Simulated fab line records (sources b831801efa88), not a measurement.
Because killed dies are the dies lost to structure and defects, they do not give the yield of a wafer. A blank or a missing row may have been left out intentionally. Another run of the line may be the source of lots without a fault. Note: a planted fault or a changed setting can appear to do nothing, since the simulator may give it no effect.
A struck lot beside a sound one -- flow sky130 -- 22 steps out of a route of 708
Sound: the wafers L574.1, L574.5, L574.6. Wafers struck: L582.4, L582.5, L582.6. The cause is named last.
For every step that has rows: the tool of each side, followed by ch and its chambers, followed by its first start. Under that, the readings that differ: sound wafers -- struck wafers -- difference of the means -- sigmas: that difference in standard deviations of wafers without a fault.
alike: readings whose means differ by less than 2 such deviations, and words and numbers that are the same on both sides. not compared: withheld readings, readings that some wafer has no value for, bounds like >300 that may hide the same value, and numbers for which the record gives no deviation and whose values overlap.
Wherever a step has rows on one side only, a row that says differs or no value, or a row with sigmas, the two part there. When numbers do not overlap yet have no deviation, they are printed without sigmas and do not part them. A reading that every wafer of one side lacks parts them only if that side has two wafers or more.

SKY_POLY_GATE_THK_MEAS_21:
  sound on film metro-02, day 17 15:29; struck on film metro-04, day 21 04:46
  alike: POLY_GATE_OXIDATION_THK
SKY_POLY_GATE_CD_MEAS_22:
  sound on cd sem-01, day 17 15:33; struck on cd sem-01, day 21 04:52
reading,sound,struck,difference,sigmas
cd nm (nm),154.6 149.3 150.2,145.0 147.1 145.5,-5.5,-2
then, 7 steps without rows for these wafers: SKY_LDD_N_DEHYDRATE_00 (time 60 s); SKY_LDD_N_HMDS_01 (prime time 60 s); SKY_LDD_N_COAT_02 (resist thk 300 nm); SKY_LDD_N_SOFTBAKE_03 (time 60 s); SKY_LDD_N_EXPOSE_04 (exposes mask NTM, target cd 840 nm); SKY_LDD_N_PEB_05; SKY_LDD_N_DEVELOP_06 (develop time 60 s).
SKY_LDD_N_OVL_MEAS_07:
  sound on overlay-01, day 18 22:24; struck on overlay-02, day 22 12:16
  alike: LDD_N_OVL
then, 2 steps without rows for these wafers: SKY_LDD_N_IMPLANT_08; SKY_LDD_N_IMPLANT_09.
SKY_LDD_N_IMPLANT_10:
  sound on implanter-03 ch 0, day 18 22:44; struck on implanter-03 ch 0, day 22 12:40
reading,sound,struck,difference,sigmas
implant ion amu,75 75 75,31 31 31,-44,
model.implant.rp nm (nm),15.64 15.64 15.64,27.51 27.51 27.51,+11.87,
model.implant.drp nm (nm),7.212 7.212 7.212,12.97 12.97 12.97,+5.76,
then, 5 steps without rows for these wafers: SKY_LDD_N_IMPLANT_11; SKY_LDD_N_IMPLANT_12; SKY_LDD_N_IMPLANT_13; SKY_LDD_N_IMPLANT_14; SKY_LDD_N_IMPLANT_15.
SKY_LDD_N_STRIP_16: strips in O2/N2.
  sound on plasma asher-04 ch 0,1, day 18 23:38; struck on plasma asher-04 ch 0,1, day 22 13:31
reading,sound,struck,difference,sigmas
strip time to endpoint s (s),4.321 4.333 4.308,4.236 4.223 4.238,-0.088,-7
  alike: drypump motor current A, oes product au
  not compared: rf hours counter h
SKY_LDD_N_TW_MEAS_17:
  sound on film metro-02, day 18 23:44; struck on film metro-01, day 22 13:37
reading,sound,struck,difference,sigmas
LDD_N_TW,2578 2569 2589,2527 2537 2536,-45,-3
then, 1 step without rows for these wafers: SKY_LDD_P_DEHYDRATE_00 (time 60 s).
-- here the record skips 27 days between the struck wafers' starts before and after, leaving off in module LDD_P and picking up in module PAD_OPEN (first step shown: number 708 of the route) --
SKY_PAD_OPEN_PROBE_99:
  sound on prober-02, day 46 22:47; struck on prober-02, day 49 07:55
reading,sound,struck,difference,sigmas
model.etest.tip n.rs ohm sq,441.9 445.4 438.8,387.1 389.7 387.9,-53.8,
model.etest.nfet_01v8_turned.drive ua um,494.9 505.4 502.6,577.1 571.9 579.5,+75.2,
model.etest.nfet_01v8_lvt.drive ua um,570.5 578.6 569.2,642.3 639.6 647.7,+70.4,
model.etest.nfet_01v8.drive ua um,500.9 503.9 498.8,561.2 563.5 569.8,+63.6,
model.etest.sram nfet pass.drive ua um,489 488.6 475.4,569.4 550.1 571.4,+79.3,
model.etest.nfet_01v8_swapped.drive ua um,494.1 503.6 499.7,566.2 559.7 564.9,+64.5,
model.etest.nfet_01v8.r on ohm um,841.5 824.8 830.3,776 784.4 767.6,-56,
model.etest.res ndiff.rs ohm sq,118.7 118.5 118.8,117.7 117 116,-1.8,
  alike: killed_at_M0_to_M3, killed_at_M4_up, killed at contacts, killed at front end, killed at other, killed dies, killed open, killed short

== WHERE THEY PART ==
First at SKY_POLY_GATE_CD_MEAS_22; last, within this record, at SKY_LDD_N_TW_MEAS_17. Later steps at which nothing parts them and some readings are alike: SKY_PAD_OPEN_PROBE_99.

WHY: what the simulator had put in
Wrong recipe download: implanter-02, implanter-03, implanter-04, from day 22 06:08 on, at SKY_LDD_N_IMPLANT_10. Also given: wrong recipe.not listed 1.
